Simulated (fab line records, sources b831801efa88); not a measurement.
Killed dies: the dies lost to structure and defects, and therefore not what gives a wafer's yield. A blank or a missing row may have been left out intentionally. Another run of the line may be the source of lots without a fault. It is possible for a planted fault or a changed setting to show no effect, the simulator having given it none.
Which of the tools did it? + flow gf180mcu + 14 lots, 42 wafers sampled, at 3 steps of a route of 602

WHAT THE GAUGES SHOWED, per wafer
GF_V5_OVL_MEAS_15.
| lot  | measured     | on         | V5_OVL (nm) |
|------|--------------|------------|-------------|
| L445 | day 27 22:01 | overlay-01 | 8 -4 1      |
| L446 | day 27 22:58 | overlay-01 | -5 0 1      |
| L447 | day 28 07:12 | overlay-01 | -1 -2 0     |
| L448 | day 28 18:55 | overlay-01 | -2 4 7      |
| L450 | day 29 13:01 | overlay-01 | -7 -5 -9    |
| L451 | day 29 21:00 | overlay-02 | 5 5 8       |
| L453 | day 30 02:36 | overlay-02 | 1 2 -1      |
| L454 | day 30 05:42 | overlay-01 | -6 -1 -6    |
| L455 | day 31 06:51 | overlay-01 | -6 -8 -9    |
| L456 | day 31 05:58 | overlay-01 | 8 -1 5      |
| L457 | day 31 09:57 | overlay-02 | 1 -8 4      |
| L458 | day 31 14:00 | overlay-02 | 1 -4 -1     |
| L467 | day 33 16:21 | overlay-01 | 3 1 -6      |
| L468 | day 33 17:06 | overlay-01 | -2 0 0      |

TOOL THAT RAN EACH LOT (tool first, then ch and the chambers of the sampled wafers, then the start)
| lot  | GF_CONTACT_CVD_00                | GF_M5_STRIP_11                       |
|------|----------------------------------|--------------------------------------|
| L445 | hdpcvd-02 ch 1,2, day 15 15:16   | plasma asher-01 ch 1, day 27 00:25   |
| L446 | hdpcvd-02 ch 0,1,2, day 15 20:08 | plasma asher-01 ch 0,1, day 27 00:58 |
| L447 | hdpcvd-02 ch 0,1, day 16 06:22   | plasma asher-02 ch 0,1, day 27 09:34 |
| L448 | hdpcvd-01 ch 0,1,2, day 16 19:33 | plasma asher-01 ch 0,1, day 27 22:04 |
| L450 | hdpcvd-01 ch 0,1,2, day 17 04:10 | plasma asher-02 ch 0,1, day 28 15:50 |
| L451 | hdpcvd-02 ch 0,1,2, day 18 03:07 | plasma asher-03 ch 0,1, day 29 00:37 |
| L453 | hdpcvd-01 ch 1,2, day 18 09:40   | plasma asher-03 ch 0,1, day 29 05:31 |
| L454 | hdpcvd-01 ch 0,1,2, day 18 14:17 | plasma asher-01 ch 0, day 29 09:13   |
| L455 | hdpcvd-01 ch 1,2, day 19 14:07   | plasma asher-02 ch 0,1, day 30 12:19 |
| L456 | hdpcvd-01 ch 0,1,2, day 19 16:01 | plasma asher-02 ch 0,1, day 30 10:16 |
| L457 | hdpcvd-01 ch 0,1, day 19 23:46   | plasma asher-03 ch 0,1, day 30 14:35 |
| L458 | hdpcvd-02 ch 0,2, day 20 09:55   | plasma asher-03 ch 0,1, day 30 18:34 |
| L467 | hdpcvd-02 ch 1,2, day 23 03:55   | plasma asher-03 ch 0,1, day 32 22:50 |
| L468 | hdpcvd-02 ch 0,1,2, day 23 07:40 | plasma asher-01 ch 0,1, day 32 23:31 |
- GF_CONTACT_CVD_00: deposits SiO2, target thk 300 nm, time 50 s.
- GF_M5_STRIP_11: strips in O2/N2.

AS READ BY THE TOOLS THEMSELVES (means over the sampled wafers that have a number; for cases with no such wafer, the mark the record gives instead)
GF_CONTACT_CVD_00.
| lot  | tool      | sih4 flow sccm (sccm) |
|------|-----------|-----------------------|
| L445 | hdpcvd-02 | 60.02                 |
| L446 | hdpcvd-02 | 59.94                 |
| L447 | hdpcvd-02 | 60.00                 |
| L448 | hdpcvd-01 | 59.79                 |
| L450 | hdpcvd-01 | 60.03                 |
| L451 | hdpcvd-02 | 59.95                 |
| L453 | hdpcvd-01 | 59.93                 |
| L454 | hdpcvd-01 | 60.08                 |
| L455 | hdpcvd-01 | 59.86                 |
| L456 | hdpcvd-01 | 60.00                 |
| L457 | hdpcvd-01 | 60.10                 |
| L458 | hdpcvd-02 | 60.04                 |
| L467 | hdpcvd-02 | 60.02                 |
| L468 | hdpcvd-02 | 60.12                 |

GF_M5_STRIP_11.
| lot  | tool            | drypump motor current A (A) | heater power w (W) | n2 flow sccm (sccm) | oes product au (a.u.) | strip time to endpoint s (s) |
|------|-----------------|-----------------------------|--------------------|---------------------|-----------------------|------------------------------|
| L445 | plasma asher-01 | 5.4                         | 304                | 300.9               | 0.550                 | 7.55                         |
| L446 | plasma asher-01 | 5.6                         | 293                | 299.3               | 0.546                 | 7.55                         |
| L447 | plasma asher-02 | 6.2                         | 323                | 300.4               | 0.541                 | 7.54                         |
| L448 | plasma asher-01 | 5.7                         | 281                | 300.4               | 0.539                 | 7.52                         |
| L450 | plasma asher-02 | 6.2                         | 320                | 299.3               | 0.543                 | 7.54                         |
| L451 | plasma asher-03 | 5.9                         | 345                | 301.2               | 0.543                 | 7.50                         |
| L453 | plasma asher-03 | 5.9                         | 339                | 300.1               | 0.545                 | 7.58                         |
| L454 | plasma asher-01 | 5.8                         | 269                | 299.2               | 0.545                 | 7.50                         |
| L455 | plasma asher-02 | 6.2                         | 326                | 300.3               | 0.546                 | 7.47                         |
| L456 | plasma asher-02 | 6.0                         | 345                | 299.2               | 0.544                 | 7.52                         |
| L457 | plasma asher-03 | 5.9                         | 352                | 301.3               | 0.543                 | 7.56                         |
| L458 | plasma asher-03 | 5.6                         | 336                | 300.0               | 0.539                 | 7.42                         |
| L467 | plasma asher-03 | 5.9                         | 342                | 300.1               | 0.537                 | 7.54                         |
| L468 | plasma asher-01 | 5.5                         | 293                | 300.7               | 0.539                 | 7.48                         |

THE ANSWER, worked out from the rows above alone
Rule: the lots themselves supply what counts as usual. The widest of any qualifying gaps counts: lots, ordered by their means at a reading, are off when they make up no more than a third of the lots, leave a main group of 4 or more, and stand apart from it by 3 or more times the standard deviation of that group's means. A main group is skipped when, at the precision printed for the reading in the tables above, its means are all equal. Also off: a lot with no number at a reading for which 4 or more lots have one. The other lots that the step has rows for count as sound. After the gauges, taken in route order, come the tools' own readings; for these a lot's mean is taken, as printed above. At the first step where some lot is off, the reading lying furthest off is the one used; lots without a number count as furthest.
No lot is off on any of the readings shown, so nothing can be concluded from this.

WHAT WAS PUT IN BY THE SIMULATOR
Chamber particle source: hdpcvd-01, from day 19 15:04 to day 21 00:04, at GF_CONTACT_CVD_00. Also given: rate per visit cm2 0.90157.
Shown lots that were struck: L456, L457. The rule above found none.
